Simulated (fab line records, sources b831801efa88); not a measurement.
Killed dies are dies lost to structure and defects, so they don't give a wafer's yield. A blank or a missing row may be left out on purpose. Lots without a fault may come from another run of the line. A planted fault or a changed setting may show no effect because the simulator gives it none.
Which tool did it? | flow gf180mcu | 24 lots, 72 wafers sampled, at 5 steps of a route of 602

WHAT THE GAUGES READ, wafer by wafer
GF_V2_OVL_MEAS_15. Usual: V2_OVL -4 nm, standard deviation 5.7.
lot  | measured     | on         | V2_OVL (nm) | flag
L074 | day 20 00:25 | overlay-01 | -1 2 -2     |
L075 | day 20 15:38 | overlay-02 | -4 -3 -7    |
L076 | day 20 23:34 | overlay-02 | -4 -9 -5    |
L077 | day 21 06:49 | overlay-01 | -2 0 7      |
L078 | day 21 11:19 | overlay-01 | -11 -16 -11 |
L079 | day 22 07:23 | overlay-01 | -1 -3 1     |
L080 | day 22 10:02 | overlay-02 | -7 -6 -6    |
L081 | day 22 18:50 | overlay-01 | -13 -2 -5   |
L082 | day 23 05:45 | overlay-02 | -2 -6 -5    |
L083 | day 23 15:20 | overlay-02 | 6 -1 -2     |
L084 | day 24 00:40 | overlay-02 | -8 0 -4     |
L085 | day 24 10:03 | overlay-02 | -7 -8 -6    |
L086 | day 24 13:34 | overlay-02 | -6 -9 -12   |
L087 | day 25 06:19 | overlay-02 | -2 -10 -6   |
L088 | day 25 13:43 | overlay-01 | -4 -4 -7    |
L089 | day 25 19:20 | overlay-01 | 4 2 4       |
L090 | day 26 00:44 | overlay-01 | 0 -8 -1     |
L091 | day 26 09:09 | overlay-01 | 0 -2 4      |
L092 | day 26 20:34 | overlay-02 | -4 -14 -10  |
L093 | day 27 00:52 | overlay-01 | 5 0 -2      |
L094 | day 27 10:09 | overlay-01 | 3 1 3       |
L095 | day 27 12:54 | overlay-02 | 6 0 0       |
L096 | day 27 15:47 | overlay-02 | 6 -7 0      |
L097 | day 27 22:19 | overlay-01 | -16 -16 -17 |

GF_V4_CD_MEAS_14: target cd 260 nm. Usual: cd_nm 260.2 nm, standard deviation 1.3.
lot  | measured     | on        | cd_nm (nm)        | flag
L074 | day 24 05:20 | cd_sem-01 | 259.5 258.3 258.8 |
L075 | day 24 18:43 | cd_sem-02 | 259.4 259.9 259.8 |
L076 | day 25 02:16 | cd_sem-02 | 259.5 258.7 259.5 |
L077 | day 25 07:40 | cd_sem-01 | 260.0 259.0 260.6 |
L078 | day 25 11:43 | cd_sem-02 | 260.9 261.2 263.3 |
L079 | day 26 04:52 | cd_sem-02 | 260.9 261.5 261.8 |
L080 | day 26 08:59 | cd_sem-01 | 261.1 260.3 259.9 |
L081 | day 26 16:51 | cd_sem-01 | 259.6 259.6 259.7 |
L082 | day 27 02:44 | cd_sem-02 | 258.4 258.3 258.6 |
L083 | day 27 11:48 | cd_sem-01 | 261.7 262.4 262.4 |
L084 | day 27 18:08 | cd_sem-02 | 257.9 258.5 258.3 |
L085 | day 28 03:12 | cd_sem-02 | 261.9 261.6 262.9 |
L086 | day 28 07:35 | cd_sem-01 | 261.9 260.5 261.1 |
L087 | day 28 21:44 | cd_sem-01 | 259.9 259.8 260.0 |
L088 | day 29 04:46 | cd_sem-01 | 260.4 260.0 260.4 |
L089 | day 29 09:52 | cd_sem-02 | 260.5 261.7 259.0 |
L090 | day 29 13:53 | cd_sem-01 | 261.2 259.4 260.1 |
L091 | day 29 23:16 | cd_sem-02 | 259.8 259.9 259.5 |
L092 | day 30 08:07 | cd_sem-01 | 259.8 260.5 258.7 |
L093 | day 30 12:33 | cd_sem-01 | 260.2 261.7 260.4 |
L094 | day 30 21:51 | cd_sem-01 | 258.9 259.2 259.1 |
L095 | day 30 22:44 | cd_sem-01 | 259.2 260.3 259.7 |
L096 | day 31 01:13 | cd_sem-02 | 262.5 263.0 260.9 |
L097 | day 31 06:04 | cd_sem-01 | 259.4 259.7 260.7 |

WHICH TOOL RAN EACH LOT (tool, then ch and the chambers of the sampled wafers, then the start)
lot  | GF_V1_SPUTTER_22             | GF_V2_SPUTTER_21             | GF_M4_SPUTTER_04
L074 | pvd_sputter-02, day 17 21:49 | pvd_sputter-02, day 20 01:05 | pvd_sputter-02, day 22 05:38
L075 | pvd_sputter-01, day 18 12:46 | pvd_sputter-04, day 20 16:19 | pvd_sputter-02, day 22 20:04
L076 | pvd_sputter-03, day 18 21:38 | pvd_sputter-02, day 21 00:16 | pvd_sputter-04, day 23 03:13
L077 | pvd_sputter-02, day 19 03:58 | pvd_sputter-03, day 21 07:33 | pvd_sputter-04, day 23 10:05
L078 | pvd_sputter-02, day 19 08:31 | pvd_sputter-04, day 21 12:00 | pvd_sputter-04, day 23 14:22
L079 | pvd_sputter-03, day 20 05:25 | pvd_sputter-02, day 22 08:05 | pvd_sputter-04, day 24 09:08
L080 | pvd_sputter-02, day 20 08:07 | pvd_sputter-03, day 22 10:44 | pvd_sputter-02, day 24 12:05
L081 | pvd_sputter-02, day 20 16:55 | pvd_sputter-03, day 22 19:53 | pvd_sputter-02, day 24 21:08
L082 | pvd_sputter-03, day 21 04:10 | pvd_sputter-04, day 23 06:26 | pvd_sputter-04, day 25 07:24
L083 | pvd_sputter-02, day 21 14:27 | pvd_sputter-02, day 23 16:08 | pvd_sputter-01, day 25 17:07
L084 | pvd_sputter-02, day 22 00:10 | pvd_sputter-03, day 24 01:22 | pvd_sputter-02, day 26 00:16
L085 | pvd_sputter-02, day 22 10:31 | pvd_sputter-03, day 24 10:47 | pvd_sputter-01, day 26 10:02
L086 | pvd_sputter-01, day 22 14:05 | pvd_sputter-02, day 24 14:19 | pvd_sputter-02, day 26 12:55
L087 | pvd_sputter-03, day 23 06:50 | pvd_sputter-03, day 25 07:01 | pvd_sputter-04, day 27 05:08
L088 | pvd_sputter-03, day 23 15:55 | pvd_sputter-04, day 25 14:25 | pvd_sputter-04, day 27 12:16
L089 | pvd_sputter-01, day 23 20:58 | pvd_sputter-02, day 25 20:04 | pvd_sputter-02, day 27 17:59
L090 | pvd_sputter-02, day 24 03:18 | pvd_sputter-03, day 26 01:28 | pvd_sputter-01, day 27 21:42
L091 | pvd_sputter-01, day 24 12:08 | pvd_sputter-02, day 26 09:50 | pvd_sputter-01, day 28 07:26
L092 | pvd_sputter-02, day 25 01:22 | pvd_sputter-04, day 26 21:20 | pvd_sputter-01, day 28 16:34
L093 | pvd_sputter-02, day 25 04:43 | pvd_sputter-04, day 27 02:35 | pvd_sputter-04, day 28 21:41
L094 | pvd_sputter-02, day 25 14:10 | pvd_sputter-02, day 27 11:31 | pvd_sputter-02, day 29 06:53
L095 | pvd_sputter-03, day 25 18:25 | pvd_sputter-04, day 27 14:11 | pvd_sputter-01, day 29 08:20
L096 | pvd_sputter-03, day 25 19:46 | pvd_sputter-03, day 27 16:38 | pvd_sputter-04, day 29 10:58
L097 | pvd_sputter-02, day 26 04:39 | pvd_sputter-04, day 27 23:03 | pvd_sputter-02, day 29 17:02
- GF_V1_SPUTTER_22: material TiN, target thk 10 nm, time 40 s.
- GF_V2_SPUTTER_21: material Ti, target thk 15 nm, time 80.02 s.
- GF_M4_SPUTTER_04: material TiN, target thk 50 nm, time 41.7 s.

WHAT THE TOOLS THEMSELVES READ (means of the sampled wafers that have a number; where no wafer has one, the mark that the record gives instead)
GF_V1_SPUTTER_22. Usual: throttle_valve_pct 30.1 %, standard deviation 1.
lot  | tool           | throttle_valve_pct (%) | flag
L074 | pvd_sputter-02 | 29.6                   |
L075 | pvd_sputter-01 | 30.7                   |
L076 | pvd_sputter-03 | 30.2                   |
L077 | pvd_sputter-02 | 29.4                   |
L078 | pvd_sputter-02 | 29.2                   |
L079 | pvd_sputter-03 | 30.6                   |
L080 | pvd_sputter-02 | 29.4                   |
L081 | pvd_sputter-02 | 30.0                   |
L082 | pvd_sputter-03 | 29.6                   |
L083 | pvd_sputter-02 | 29.7                   |
L084 | pvd_sputter-02 | 29.6                   |
L085 | pvd_sputter-02 | 29.9                   |
L086 | pvd_sputter-01 | 31.4                   |
L087 | pvd_sputter-03 | 29.8                   |
L088 | pvd_sputter-03 | 30.4                   |
L089 | pvd_sputter-01 | 31.3                   |
L090 | pvd_sputter-02 | 29.6                   |
L091 | pvd_sputter-01 | 31.2                   |
L092 | pvd_sputter-02 | 29.4                   |
L093 | pvd_sputter-02 | 30.0                   |
L094 | pvd_sputter-02 | 29.2                   |
L095 | pvd_sputter-03 | 30.1                   |
L096 | pvd_sputter-03 | 30.2                   |
L097 | pvd_sputter-02 | 29.4                   |

GF_V2_SPUTTER_21. Usual: throttle_valve_pct 30.0 %, standard deviation 0.86.
lot  | tool           | throttle_valve_pct (%) | flag
L074 | pvd_sputter-02 | 29.8                   |
L075 | pvd_sputter-04 | 30.3                   |
L076 | pvd_sputter-02 | 29.8                   |
L077 | pvd_sputter-03 | 30.4                   |
L078 | pvd_sputter-04 | 30.4                   |
L079 | pvd_sputter-02 | 29.9                   |
L080 | pvd_sputter-03 | 30.5                   |
L081 | pvd_sputter-03 | 29.7                   |
L082 | pvd_sputter-04 | 30.5                   |
L083 | pvd_sputter-02 | 29.3                   |
L084 | pvd_sputter-03 | 30.3                   |
L085 | pvd_sputter-03 | 30.3                   |
L086 | pvd_sputter-02 | 30.0                   |
L087 | pvd_sputter-03 | 30.2                   |
L088 | pvd_sputter-04 | 29.8                   |
L089 | pvd_sputter-02 | 30.2                   |
L090 | pvd_sputter-03 | 30.2                   |
L091 | pvd_sputter-02 | 30.0                   |
L092 | pvd_sputter-04 | 29.8                   |
L093 | pvd_sputter-04 | 29.8                   |
L094 | pvd_sputter-02 | 29.7                   |
L095 | pvd_sputter-04 | 29.9                   |
L096 | pvd_sputter-03 | 30.3                   |
L097 | pvd_sputter-04 | 30.2                   |

GF_M4_SPUTTER_04. Usual: throttle_valve_pct 30.2 %, standard deviation 1.
lot  | tool           | throttle_valve_pct (%) | flag
L074 | pvd_sputter-02 | 29.9                   |
L075 | pvd_sputter-02 | 30.0                   |
L076 | pvd_sputter-04 | 30.0                   |
L077 | pvd_sputter-04 | 30.1                   |
L078 | pvd_sputter-04 | 31.0                   |
L079 | pvd_sputter-04 | 30.4                   |
L080 | pvd_sputter-02 | 29.5                   |
L081 | pvd_sputter-02 | 29.9                   |
L082 | pvd_sputter-04 | 29.8                   |
L083 | pvd_sputter-01 | 31.9                   |
L084 | pvd_sputter-02 | 29.7                   |
L085 | pvd_sputter-01 | 30.3                   |
L086 | pvd_sputter-02 | 29.7                   |
L087 | pvd_sputter-04 | 30.4                   |
L088 | pvd_sputter-04 | 30.0                   |
L089 | pvd_sputter-02 | 30.1                   |
L090 | pvd_sputter-01 | 30.5                   |
L091 | pvd_sputter-01 | 31.7                   |
L092 | pvd_sputter-01 | 31.3                   |
L093 | pvd_sputter-04 | 29.8                   |
L094 | pvd_sputter-02 | 29.5                   |
L095 | pvd_sputter-01 | 30.5                   |
L096 | pvd_sputter-04 | 30.0                   |
L097 | pvd_sputter-02 | 30.0                   |

THE ANSWER, worked out from the rows above alone
Rule: a lot is off if the mean of its wafers that have a number lies more than 3 standard deviations from the usual mean. A lot without any number at a reading at which 4 lots or more have one is off too. The other lots that the step has rows for count as sound. The gauges are gone through in route order, then the tools' own readings, and for those a lot's mean is taken as printed above. The first step at which some lot is off is used, and at that step the reading that is off furthest; a lot without a number counts as furthest.
No lot is off at any reading shown: from this, nothing can be told.

WHAT THE SIMULATOR HAD PUT IN
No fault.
